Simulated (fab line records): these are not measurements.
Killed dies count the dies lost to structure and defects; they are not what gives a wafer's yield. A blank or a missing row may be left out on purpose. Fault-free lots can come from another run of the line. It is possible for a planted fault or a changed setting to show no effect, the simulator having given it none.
fab line records    flow sky130
record lots=6  wafers=18  last_day=50
route steps=708 shown LI_CONTACT@381 LOCAL_INTERCONNECT@387 PAD_OPEN@708
lots that met no fault: taken from a fault-free run of the same line
start_h: hours from the record's opening day to when the first of the lot's shown wafers began    wait_h: hours from the lot's prior step to this one    " the same as in the row above    L1.1+2: several wafers, shown together as one row    - no value, or no start given    * or withheld: withheld    < > ~ a bound
route shown NAME@n: NAME is a module with steps in the file, n the number in the route of the first one    usual: mean/standard deviation of fault-free wafers    same: alike in all rows    chamber/n: place in a boat    sites: per-site readings    _std_site: how widely they spread, as a standard deviation    _edge_site: outer sites' mean less inner sites'    radius_mm: how far each site lies from the wafer's centre    mask NAME#n: copy n    behind: tool/chamber where the wafer was last shaped    hold: reason for holding the lot/hours on hold/outcome of the hold    device: the transistor (n, p or np) that didn't switch    end of line: tests run on the same wafers once the route is complete    a step without rows: its recipe alone    killed: at the first sort, the dies lost to defects and structure; wafer yield is something else    map: the dies of a wafer, with x for killed, . for not killed, _ for no die there
set.NAME: the run value of the setting; set.NAME@STEP: its run value at that earlier step    model.NAME: the simulator's own value behind a step, which no gauge read
certain route steps with their lots: each step a table, each wafer a row
services: from which hour (start_h, from the record's first day; less than 0 if before it) a tool's chamber was out of use, for how many hours, and why
## steps
# step SKY_LI_CONTACT_SPUTTER_19
# recipe material=Ti  target_thk_nm=20  chamber_pressure_pa=5.079  power_w=2500  substrate_temp_c=200  time_s=106.37
# step SKY_LI_CONTACT_SPUTTER_20
# recipe material=TiN  target_thk_nm=20  chamber_pressure_pa=5  power_w=4000  time_s=80
# usual cathode_dc_power_W=3999.9/0.78  throttle_valve_pct=30.0/0.9
lot.wafer  tool            chamber  start_h  wait_h  cathode_dc_power_W  throttle_valve_pct
L161.3     pvd_sputter-01  -        688.43   0.0     3999.2              29.4
L161.4     "               -        "        "       3999.6              29.5
L161.6     "               -        "        "       3999.2              31.3
L162.1     pvd_sputter-02  -        692.68   0.0     3999.7              29.2
L162.4     "               -        "        "       3999.3              30.9
L162.5     "               -        "        "       3998.7              29.7
L163.1     pvd_sputter-02  -        708.66   0.0     4000.3              29.7
L163.2     "               -        "        "       4000.5              29.3
L163.4     "               -        "        "       3998.8              31.3
L166.1     pvd_sputter-03  -        728.73   0.0     3999.7              29.0
L166.2     "               -        "        "       4001.3              28.6
L166.6     "               -        "        "       3999.2              30.6
L177.2     pvd_sputter-01  -        820.80   0.0     3998.5              31.0
L177.4     "               -        "        "       4000.2              31.4
L177.6     "               -        "        "       3999.0              29.5
L180.1     pvd_sputter-03  -        853.91   0.0     4000.1              30.9
L180.4     "               -        "        "       4000.7              30.4
L180.6     "               -        "        "       3997.5              30.4
# step SKY_LI_CONTACT_CVD_21
# recipe material=W  target_thk_nm=400  time_s=120.56  temp_c=400  pressure_torr=40
# usual heater_power_w=903/120
lot.wafer  tool      chamber  start_h  wait_h  heater_power_w
L161.3     cvd_w-02  1        688.69   0.2     896
L161.4     "         0        "        "       837
L161.6     "         0        "        "       873
L162.1     cvd_w-01  0        692.74   0.0     749
L162.4     "         0        "        "       787
L162.5     "         0        "        "       748
L163.1     cvd_w-01  1        708.72   0.0     1098
L163.2     "         0        "        "       764
L163.4     "         0        "        "       786
L166.1     cvd_w-02  1        728.79   0.0     881
L166.2     "         0        "        "       881
L166.6     "         1        "        "       911
L177.2     cvd_w-01  1        820.86   0.0     1111
L177.4     "         0        "        "       781
L177.6     "         1        "        "       1105
L180.1     cvd_w-01  0        853.97   0.0     788
L180.4     "         0        "        "       781
L180.6     "         0        "        "       762
# step SKY_LI_CONTACT_RS_MEAS_22
# recipe thk_meas_gauge=four-point-probe  reads=W_of_LI_CONTACT_CVD_21+TiN_of_LI_CONTACT_SPUTTER_20+Ti_of_LI_CONTACT_SPUTTER_19
# usual LI_CONTACT_W_RS=0.2863/0.0025
lot.wafer  tool           chamber  start_h  wait_h  LI_CONTACT_W_RS[ohm/sq]
L161.3     film_metro-04  -        688.81   0.1     0.2855
L161.4     "              -        "        "       0.2828
L161.6     "              -        "        "       0.2839
L162.1     film_metro-04  -        692.86   0.1     0.2832
L162.4     "              -        "        "       0.2832
L162.5     "              -        "        "       0.2844
L163.1     film_metro-01  -        708.85   0.1     0.2895
L163.2     "              -        "        "       0.2864
L163.4     "              -        "        "       0.2908
L166.1     film_metro-04  -        728.91   0.1     0.2872
L166.2     "              -        "        "       0.2884
L166.6     "              -        "        "       0.2876
L177.2     film_metro-04  -        821.01   0.1     0.2857
L177.4     "              -        "        "       0.2852
L177.6     "              -        "        "       0.2845
L180.1     film_metro-02  -        854.10   0.1     0.2856
L180.4     "              -        "        "       0.2856
L180.6     "              -        "        "       0.2889
# step SKY_LI_CONTACT_THK_MEAS_23
# recipe thk_meas_gauge=xrf  reads=W_of_LI_CONTACT_CVD_21
# usual LI_CONTACT_W_THK=407/5.2
lot.wafer  tool           chamber  start_h  wait_h  LI_CONTACT_W_THK[nm]
L161.3     film_metro-04  -        688.91   0.1     402
L161.4     "              -        "        "       406
L161.6     "              -        "        "       406
L162.1     film_metro-04  -        692.98   0.1     406
L162.4     "              -        "        "       405
L162.5     "              -        "        "       404
L163.1     film_metro-01  -        708.97   0.1     402
L163.2     "              -        "        "       406
L163.4     "              -        "        "       398
L166.1     film_metro-04  -        729.03   0.1     404
L166.2     "              -        "        "       402
L166.6     "              -        "        "       403
L177.2     film_metro-04  -        821.12   0.1     408
L177.4     "              -        "        "       410
L177.6     "              -        "        "       410
L180.1     film_metro-02  -        854.22   0.1     411
L180.4     "              -        "        "       414
L180.6     "              -        "        "       409
# step SKY_LI_CONTACT_CMP_24
# recipe stop_on=PSG  t_overpolish_s=20  down_force_psi=3.5  platen_rpm=60  target_thk_nm=0  pad_velocity_m_s=0.94248
# usual motor_current_A=11.3/1.1  overpolish_run_s=20.001/0.0089  time_to_endpoint_s=95.8/2.8
lot.wafer  tool    chamber  start_h  wait_h  motor_current_A  overpolish_run_s  time_to_endpoint_s
L161.4     cmp-01  3        689.31   0.4     11.4             19.999            100.5
L161.3     "       0        "        "       11.0             19.999            100.4
L161.6     "       1        "        "       11.1             19.988            94.4
L162.4     cmp-01  1        693.04   0.0     11.9             20.001            93.0
L162.1     "       3        "        "       11.4             20.015            93.7
L162.5     "       2        "        "       12.5             20.005            91.4
L163.2     cmp-02  3        709.24   0.3     10.0             20.002            99.6
L163.1     "       0        "        "       12.4             19.996            99.8
L163.4     "       1        "        "       10.1             19.988            95.9
L166.1     cmp-02  2        729.09   0.1     11.9             20.003            98.6
L166.2     "       0        "        "       12.4             19.997            96.5
L166.6     "       2        "        "       12.2             20.004            95.4
L177.2     cmp-01  0        821.17   0.0     11.0             20.001            98.6
L177.4     "       3        "        "       11.2             19.995            102.2
L177.6     "       0        "        "       11.2             20.004            102.0
L180.1     cmp-02  0        854.28   0.1     12.1             20.001            96.7
L180.4     "       3        "        "       9.7              20.011            96.2
L180.6     "       1        "        "       10.0             20.021            91.5
# step SKY_LOCAL_INTERCONNECT_SPUTTER_00
# recipe material=TiN  target_thk_nm=100  temp_c=300  power_w=6571  time_s=83.3  chamber_pressure_pa=0.4
# usual cathode_dc_power_W=6571.0/1.1  throttle_valve_pct=29.9/0.96
lot.wafer  tool            chamber  start_h  wait_h  cathode_dc_power_W  throttle_valve_pct
L161.3     pvd_sputter-03  -        689.51   0.1     6572.2              28.8
L161.4     "               -        "        "       6569.6              30.1
L161.6     "               -        "        "       6570.5              28.5
L162.1     pvd_sputter-04  -        693.34   0.1     6569.7              28.6
L162.4     "               -        "        "       6570.4              28.2
L162.5     "               -        "        "       6571.3              30.2
L163.1     pvd_sputter-01  -        709.54   0.2     6570.0              29.7
L163.2     "               -        "        "       6570.2              30.8
L163.4     "               -        "        "       6570.8              31.2
L166.1     pvd_sputter-04  -        729.39   0.2     6571.0              29.1
L166.2     "               -        "        "       6569.8              30.2
L166.6     "               -        "        "       6569.3              30.3
L177.2     pvd_sputter-01  -        821.47   0.2     6570.4              29.5
L177.4     "               -        "        "       6570.6              29.5
L177.6     "               -        "        "       6569.0              29.7
L180.1     pvd_sputter-01  -        854.58   0.2     6570.9              29.6
L180.4     "               -        "        "       6569.9              29.9
L180.6     "               -        "        "       6571.9              29.8
# step SKY_LOCAL_INTERCONNECT_RS_MEAS_01
# recipe thk_meas_gauge=four-point-probe  reads=TiN_of_LOCAL_INTERCONNECT_SPUTTER_00
# usual LOCAL_INTERCONNECT_TIN_RS=13.99/0.15
lot.wafer  tool           chamber  start_h  wait_h  LOCAL_INTERCONNECT_TIN_RS[ohm/sq]
L161.3     film_metro-03  -        689.61   0.1     13.82
L161.4     "              -        "        "       13.79
L161.6     "              -        "        "       13.88
L162.1     film_metro-01  -        693.41   0.0     14.01
L162.4     "              -        "        "       13.96
L162.5     "              -        "        "       13.88
L163.1     film_metro-04  -        709.60   0.0     14.03
L163.2     "              -        "        "       14.08
L163.4     "              -        "        "       13.85
L166.1     film_metro-04  -        729.46   0.0     14.09
L166.2     "              -        "        "       14.09
L166.6     "              -        "        "       14.28
L177.2     film_metro-04  -        821.55   0.1     13.97
L177.4     "              -        "        "       13.88
L177.6     "              -        "        "       13.92
L180.1     film_metro-03  -        854.64   0.0     14.18
L180.4     "              -        "        "       14.11
L180.6     "              -        "        "       14.21
# step SKY_LOCAL_INTERCONNECT_THK_MEAS_02
# recipe thk_meas_gauge=xrf  reads=TiN_of_LOCAL_INTERCONNECT_SPUTTER_00
# usual LOCAL_INTERCONNECT_TIN_THK=102.4/1.3
lot.wafer  tool           chamber  start_h  wait_h  LOCAL_INTERCONNECT_TIN_THK[nm]
L161.3     film_metro-03  -        689.71   0.1     103.6
L161.4     "              -        "        "       104.3
L161.6     "              -        "        "       102.9
L162.1     film_metro-01  -        693.53   0.1     101.8
L162.4     "              -        "        "       101.5
L162.5     "              -        "        "       102.9
L163.1     film_metro-04  -        709.72   0.1     101.7
L163.2     "              -        "        "       101.9
L163.4     "              -        "        "       103.9
L166.1     film_metro-04  -        729.58   0.1     101.9
L166.2     "              -        "        "       101.9
L166.6     "              -        "        "       100.5
L177.2     film_metro-04  -        821.66   0.1     102.6
L177.4     "              -        "        "       103.2
L177.6     "              -        "        "       102.5
L180.1     film_metro-03  -        854.76   0.1     100.8
L180.4     "              -        "        "       101.2
L180.6     "              -        "        "       100.7
# step SKY_LOCAL_INTERCONNECT_DEHYDRATE_03
# recipe temp_c=200  time_s=60
# step SKY_LOCAL_INTERCONNECT_HMDS_04
# recipe prime_time_s=60  prime_temp_c=120
# step SKY_LOCAL_INTERCONNECT_COAT_05
# recipe resist=BARC  temp_c=withheld  time_s=withheld  spin_rpm=3000  resist_thk_nm=60
# step SKY_LOCAL_INTERCONNECT_COAT_06
# recipe resist=KrF-thick  spin_rpm=3000  resist_thk_nm=450
# usual dispense_pressure_kPa=53/3.2  spin_speed_rpm=2999.8/2
lot.wafer  tool            chamber  start_h  wait_h  dispense_pressure_kPa  spin_speed_rpm  model.KrF-thick_of_LOCAL_INTERCONNECT_COAT_06.thk_nm
L161.3     litho_track-02  0        703      -       52                     2999.2          450.9
L161.4     "               0        "        "       52                     2997.9          449.8
L161.6     "               0        "        "       52                     3003.3          449.8
L162.1     litho_track-02  0        707      -       52                     3004.2          450
L162.4     "               0        "        "       52                     3003.0          449.6
L162.5     "               0        "        "       52                     3002.3          450.8
L163.1     litho_track-04  0        722      -       47                     2997.2          449
L163.2     "               0        "        "       47                     3000.1          450.7
L163.4     "               0        "        "       47                     2997.7          449.6
L166.1     litho_track-03  0        743      -       56                     3001.0          450
L166.2     "               0        "        "       56                     3001.4          450.2
L166.6     "               0        "        "       56                     3000.7          450.7
L177.2     litho_track-03  0        834      -       56                     2803.8          465.7
L177.4     "               0        "        "       56                     2802.2          464.8
L177.6     "               0        "        "       56                     2804.8          467.6
L180.1     litho_track-03  0        867      -       56                     2804.0          464.5
L180.4     "               0        "        "       56                     2805.1          468.1
L180.6     "               0        "        "       56                     2804.1          467.4
# step SKY_LOCAL_INTERCONNECT_SOFTBAKE_07
# recipe temp_c=100  time_s=90  resist=KrF-thick
# step SKY_LOCAL_INTERCONNECT_EXPOSE_08
# recipe mask_id=LI1M  na=0.8  source_shape=annular  sigma_inner=0.55  sigma_outer=0.85  target_cd_nm=170  dose_mj=28
# step SKY_LOCAL_INTERCONNECT_PEB_09
# recipe peb_temp_c=withheld  peb_time_s=withheld  resist=KrF-thick
# step SKY_LOCAL_INTERCONNECT_DEVELOP_10
# recipe develop_time_s=60  resist=KrF-thick  dev_temp_c=21
# step SKY_LOCAL_INTERCONNECT_CD_MEAS_11
# recipe target_cd_nm=170
# usual cd_nm=170.4/1.6
lot.wafer  tool       chamber  start_h  wait_h  cd_nm
L161.3     cd_sem-01  -        716.83   -       166.7
L161.4     "          -        "        "       168.4
L161.6     "          -        "        "       168.7
L162.1     cd_sem-01  -        720.63   -       170.4
L162.4     "          -        "        "       170.8
L162.5     "          -        "        "       169.3
L163.1     cd_sem-01  -        737.48   -       170.9
L163.2     "          -        "        "       169.5
L163.4     "          -        "        "       170.1
L166.1     cd_sem-02  -        756.74   -       171.3
L166.2     "          -        "        "       170.3
L166.6     "          -        "        "       171.0
L177.2     cd_sem-02  -        848.31   -       171.9
L177.4     "          -        "        "       170.7
L177.6     "          -        "        "       170.8
L180.1     cd_sem-02  -        880.49   -       173.0
L180.4     "          -        "        "       171.9
L180.6     "          -        "        "       171.6
# step SKY_LOCAL_INTERCONNECT_OVL_MEAS_12
# usual LOCAL_INTERCONNECT_OVL=-5/5.2
lot.wafer  tool        chamber  start_h  wait_h  LOCAL_INTERCONNECT_OVL[nm]
L161.3     overlay-01  -        716.92   0.1     -4
L161.4     "           -        "        "       2
L161.6     "           -        "        "       3
L162.1     overlay-02  -        720.75   0.1     -5
L162.4     "           -        "        "       -7
L162.5     "           -        "        "       -1
L163.1     overlay-02  -        737.60   0.1     -4
L163.2     "           -        "        "       -6
L163.4     "           -        "        "       -5
L166.1     overlay-01  -        756.86   0.1     -5
L166.2     "           -        "        "       -7
L166.6     "           -        "        "       -4
L177.2     overlay-01  -        848.41   0.1     -8
L177.4     "           -        "        "       -9
L177.6     "           -        "        "       -5
L180.1     overlay-02  -        880.61   0.1     -7
L180.4     "           -        "        "       -14
L180.6     "           -        "        "       -12
# step SKY_LOCAL_INTERCONNECT_ETCH_13
# recipe chemistry=N2/H2  target=BARC  ion_energy_ev=200  bias_w=100  pressure_mtorr=30  n2_flow_sccm=100  h2_flow_sccm=200  icp_w=500  stop_on=SiO2  time_s=45.9  target_depth_a=600
# usual chamber_pressure_mTorr=30.004/0.024  drypump_motor_current_A=5.9/0.36  he_backside_leak_sccm=3.44/0.22  oes_product_au=0.855/0.0048  throttle_valve_pct=13.226/0.0088
lot.wafer  tool          chamber  start_h  wait_h  chamber_pressure_mTorr  drypump_motor_current_A  he_backside_leak_sccm  oes_product_au  rf_hours_counter_h  throttle_valve_pct
L161.3     rie_metal-04  1        716.97   0.0     30.040                  6.2                      3.45                   0.851           -                   13.217
L161.4     "             0        "        "       30.050                  5.3                      3.51                   0.856           -                   13.223
L161.6     "             1        "        "       29.951                  6.2                      3.51                   0.848           -                   13.228
L162.1     rie_metal-02  0        720.78   0.0     29.984                  6.2                      3.51                   0.850           3                   13.225
L162.4     "             0        "        "       30.012                  6.2                      3.56                   0.862           -                   13.215
L162.5     "             1        "        "       29.998                  5.7                      3.67                   0.859           -                   13.214
L163.1     rie_metal-04  1        737.63   0.0     30.005                  6.2                      3.38                   0.857           3                   13.222
L163.2     "             0        "        "       29.999                  5.3                      3.39                   0.858           14                  13.224
L163.4     "             0        "        "       30.008                  5.3                      3.47                   0.856           -                   13.225
L166.1     rie_metal-02  1        756.89   0.0     29.983                  5.7                      3.68                   0.859           15                  13.221
L166.2     "             0        "        "       29.990                  6.2                      3.58                   0.852           4                   13.225
L166.6     "             1        "        "       29.972                  5.7                      3.27                   0.857           -                   13.229
L177.2     rie_metal-03  0        848.44   0.0     30.005                  6.2                      3.13                   0.859           2                   13.222
L177.4     "             1        "        "       30.025                  5.6                      3.20                   0.858           -                   13.224
L177.6     "             1        "        "       30.002                  5.6                      3.10                   0.856           -                   13.228
L180.1     rie_metal-02  1        880.65   0.0     29.997                  5.7                      3.72                   0.858           3                   13.219
L180.4     "             0        "        "       29.940                  6.2                      3.52                   0.855           -                   13.232
L180.6     "             1        "        "       30.018                  5.7                      3.55                   0.850           -                   13.212
# step SKY_LOCAL_INTERCONNECT_METAL_ETCH_14
# recipe target_depth_nm=110  stop_on=PSG  chemistry=Cl2/BCl3  target=TiN  resist_sidewall_deg=88  pressure_mtorr=10  icp_w=900  bias_w=48.5  Cl2_flow_sccm=60  bcl3_flow_sccm=30  time_s=31.4
# usual bcl3_flow_sccm=30.01/0.091  chamber_pressure_mTorr=10.000/0.0099  drypump_motor_current_A=5.9/0.36  he_backside_leak_sccm=3.43/0.26  oes_product_au=0.948/0.0076  throttle_valve_pct=21.897/0.0091
lot.wafer  tool          chamber  start_h  wait_h  bcl3_flow_sccm  chamber_pressure_mTorr  drypump_motor_current_A  he_backside_leak_sccm  oes_product_au  rf_hours_counter_h  throttle_valve_pct  model.KrF-thick_of_LOCAL_INTERCONNECT_COAT_06.thk_nm
L161.3     rie_metal-04  1        717.03   0.0     30.06           9.986                   6.2                      3.58                   0.963           -                   21.894              348.2
L161.4     "             0        "        "       29.98           10.004                  5.3                      3.27                   0.958           -                   21.903              348.3
L161.6     "             1        "        "       29.93           9.996                   6.2                      3.64                   0.956           -                   21.908              347.9
L162.1     rie_metal-02  0        720.85   0.0     30.09           9.989                   6.2                      3.64                   0.949           3                   21.893              348.4
L162.4     "             0        "        "       30.17           9.981                   6.2                      3.63                   0.950           -                   21.892              347.8
L162.5     "             1        "        "       29.97           9.995                   5.7                      3.57                   0.954           -                   21.907              349.5
L163.1     rie_metal-04  1        737.70   0.0     29.92           9.984                   6.2                      3.60                   0.946           3                   21.892              347.8
L163.2     "             0        "        "       30.07           10.001                  5.3                      3.71                   0.943           14                  21.905              349.9
L163.4     "             0        "        "       29.99           10.018                  5.3                      3.33                   0.961           -                   21.902              349.2
L166.1     rie_metal-02  1        756.96   0.0     30.14           9.991                   5.7                      3.55                   0.948           15                  21.908              349.1
L166.2     "             0        "        "       30.08           9.997                   6.2                      3.58                   0.942           4                   21.889              349.2
L166.6     "             1        "        "       30.18           10.000                  5.7                      3.54                   0.932           -                   21.907              349.7
L177.2     rie_metal-03  0        848.51   0.0     30.20           9.996                   6.1                      3.07                   0.948           2                   21.889              361.1
L177.4     "             1        "        "       29.96           9.988                   5.6                      3.05                   0.952           -                   21.889              363.4
L177.6     "             1        "        "       30.04           10.004                  5.6                      3.07                   0.949           -                   21.883              366
L180.1     rie_metal-02  1        880.71   0.0     29.87           10.015                  5.7                      3.55                   0.938           3                   21.893              364.6
L180.4     "             0        "        "       29.97           10.006                  6.2                      3.53                   0.942           -                   21.904              367.1
L180.6     "             1        "        "       29.98           10.005                  5.7                      3.81                   0.942           -                   21.893              367.1
# step SKY_LOCAL_INTERCONNECT_STRIP_15
# recipe chemistry=O2/N2  power_w=1400  pressure_mtorr=1500  platen_temp_c=withheld  o2_flow_sccm=3000  n2_flow_sccm=300  overash_fraction=0.5
# usual chamber_pressure_mTorr=1500.0/1.3  drypump_motor_current_A=5.6/0.45  oes_product_au=0.427/0.0041  strip_time_to_endpoint_s=4.723/0.02
lot.wafer  tool             chamber  start_h  wait_h  chamber_pressure_mTorr  drypump_motor_current_A  oes_product_au  rf_hours_counter_h  strip_time_to_endpoint_s
L161.3     plasma_asher-01  1        717.09   0.1     1500.7                  5.1                      0.426           -                   4.714
L161.4     "                0        "        "       1499.9                  5.9                      0.419           -                   4.728
L161.6     "                1        "        "       1500.2                  5.1                      0.422           -                   4.718
L162.1     plasma_asher-01  0        720.90   0.0     1499.1                  5.9                      0.428           93                  4.738
L162.4     "                0        "        "       1498.5                  5.8                      0.421           -                   4.713
L162.5     "                0        "        "       1499.8                  5.9                      0.429           -                   4.744
L163.1     plasma_asher-04  0        737.75   0.0     1501.9                  5.9                      0.427           30                  4.714
L163.2     "                1        "        "       1498.6                  5.0                      0.432           30                  4.758
L163.4     "                1        "        "       1501.4                  5.0                      0.433           -                   4.729
L166.1     plasma_asher-04  1        757.01   0.0     1498.6                  5.0                      0.428           32                  4.717
L166.2     "                0        "        "       1499.2                  5.9                      0.426           32                  4.711
L166.6     "                1        "        "       1498.3                  5.0                      0.430           -                   4.719
L177.2     plasma_asher-03  1        848.56   0.0     1499.4                  5.7                      0.432           11                  4.853
L177.4     "                0        "        "       1498.3                  6.2                      0.429           -                   4.853
L177.6     "                0        "        "       1501.0                  6.2                      0.437           -                   4.890
L180.1     plasma_asher-01  0        880.76   0.0     1499.1                  5.9                      0.436           109                 4.889
L180.4     "                0        "        "       1500.3                  5.9                      0.433           -                   4.904
L180.6     "                1        "        "       1498.1                  5.1                      0.439           -                   4.915
# step SKY_LOCAL_INTERCONNECT_STRIP_16
# recipe chemistry=post_etch_residue_remover  time_s=1200  temp_c=72.5
# step SKY_PAD_OPEN_PROBE_99
# usual killed_at_M0_to_M3=44/7.6  killed_at_M4_up=3.2/1.7  killed_at_contacts=24/5.7  killed_at_front_end=16/3.9  killed_at_other=0.2/0.45  killed_dies=87/9.5  killed_open=47/6.9  killed_short=40/5.8
# same gross_dies=492  killed_at_back_side=0
lot.wafer  tool       chamber  start_h  wait_h  killed_at_M0_to_M3  killed_at_M4_up  killed_at_contacts  killed_at_front_end  killed_at_other  killed_dies  killed_open  killed_short
L162.1     prober-02  -        1085.31  0.1     60                  4                20                  11                   1                96           56           40
L162.4     prober-02  -        1085.46  0.2     59                  4                21                  16                   0                100          52           48
L162.5     prober-02  -        1085.51  0.2     46                  1                39                  7                    0                93           56           37
L166.1     prober-02  -        1112.80  0.1     55                  3                26                  20                   0                104          42           62
L166.2     prober-02  -        1112.85  0.1     36                  6                22                  14                   0                78           36           42
L166.6     prober-02  -        1113.05  0.2     45                  5                12                  12                   0                74           43           31
# killed by level:class
L162.1 VIA1:geometric_particle:open=21 VIA1:geometric_particle:short=7 VIA3:geometric_particle:open=6 FIELD_ISO:geometric_particle:short=5 LI_CONTACT:geometric_particle:open=5 CONTACT:geometric_particle:short=5 VIA3:geometric_particle:short=5 VIA2:geometric_particle:open=5
L162.4 VIA1:geometric_particle:open=17 VIA3:geometric_particle:open=11 VIA1:geometric_particle:short=8 LOCAL_INTERCONNECT:geometric_particle:short=7 POLY_GATE:geometric_particle:open=6 VIA2:geometric_particle:short=6 FIELD_ISO:geometric_particle:short=5 CONTACT:geometric_particle:open=5
L162.5 CONTACT:geometric_particle:open=12 LI_CONTACT:geometric_particle:open=11 VIA1:geometric_particle:open=11 VIA3:geometric_particle:open=9 VIA2:geometric_particle:open=7 CONTACT:geometric_particle:short=6 LOCAL_INTERCONNECT:geometric_particle:short=5 METAL2:geometric_particle:short=5
L166.1 VIA1:geometric_particle:open=13 VIA1:geometric_particle:short=9 POLY_GATE:geometric_particle:short=8 CONTACT:geometric_particle:short=8 METAL1:geometric_particle:short=8 LOCAL_INTERCONNECT:geometric_particle:short=7 CONTACT:geometric_particle:open=6 METAL2:geometric_particle:short=6
L166.2 VIA2:geometric_particle:open=7 CONTACT:geometric_particle:short=6 CONTACT:geometric_particle:open=5 METAL1:geometric_particle:short=5 VIA2:geometric_particle:short=5 FIELD_ISO:geometric_particle:short=4 POLY_GATE:geometric_particle:short=4 LI_CONTACT:geometric_particle:open=4
L166.6 VIA2:geometric_particle:open=11 VIA2:geometric_particle:short=9 LI_CONTACT:geometric_particle:open=8 VIA3:geometric_particle:open=7 VIA1:geometric_particle:open=5 METAL3:geometric_particle:short=4 METAL4:geometric_particle:short=4 SPACER:geometric_particle:open=3
## services
tool             chamber  start_h  hours  kind
cmp-01           -        667.75   0.3    repair
pvd_sputter-04   -        669.54   1.5    repair
cmp-01           -        678.23   1.8    repair
cvd_w-02         0        681.94   6.5    repair
cmp-01           -        683.29   1.5    repair
cmp-02           -        683.30   0.6    repair
pvd_sputter-02   -        684.01   7.6    repair
plasma_asher-04  -        684.43   1.0    repair
cmp-02           -        686.20   4.6    pm
cvd_w-01         -        688.02   1.6    repair
cmp-01           -        691.66   0.7    repair
rie_metal-03     -        693.57   15.6   pm
cmp-01           -        707.12   8.6    pm
cmp-01           -        744.00   4.0    pm
pvd_sputter-03   -        746.26   3.2    repair
plasma_asher-04  -        749.54   2.8    pm
cmp-02           -        753.34   0.8    repair
cmp-02           -        768.45   0.9    repair
pvd_sputter-01   -        785.73   0.7    repair
cvd_w-01         -        800.73   6.9    pm
cmp-01           -        834.46   2.1    repair
pvd_sputter-01   -        836.39   6.2    repair
cmp-02           -        842.96   2.3    repair
rie_metal-02     0        847.39   5.1    repair
## key
first_sign step=SKY_LOCAL_INTERCONNECT_COAT_06  reading=spin_speed_rpm  direction=down  sigmas=96  usual=2999.8  struck=2804.0
effect step=SKY_LOCAL_INTERCONNECT_STRIP_15  reading=strip_time_to_endpoint_s  direction=up  sigmas=7.9  usual=*  struck=*
model_effect step=SKY_LOCAL_INTERCONNECT_COAT_06  value=KrF-thick_of_LOCAL_INTERCONNECT_COAT_06.thk_nm  without=450.8  struck=466.3
model_effect step=SKY_LOCAL_INTERCONNECT_METAL_ETCH_14  value=KrF-thick_of_LOCAL_INTERCONNECT_COAT_06.thk_nm  without=349.3  struck=364.9
met_at SKY_LOCAL_INTERCONNECT_COAT_06
struck_wafers L177.2,L177.4,L177.6,L180.1,L180.4,L180.6
tester_left_out L177,L180
loop_trim step=SKY_LI_CONTACT_EXPOSE_09  setting=dose  lots=L180
onset_between 743 834
fault kind=process_parameter_drift  tool=litho_track-03  chamber=-  onset_h=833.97  steps=SKY_LOCAL_INTERCONNECT_COAT_06  channel=spin_rpm  offset=-196.61  shape=step  end_h=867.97  acts_in=these_recipes_only  stated=3000
# tester_left_out: of these lots the tester's yield and bins aren't shown, on N5 and GAA mostly nor the transistor test; their killed dies are dies lost to structure and defects alone, not to doping, threshold or leakage, so they don't give the yield
# loop_trim: a control loop set the setting to another value than it would have without faults
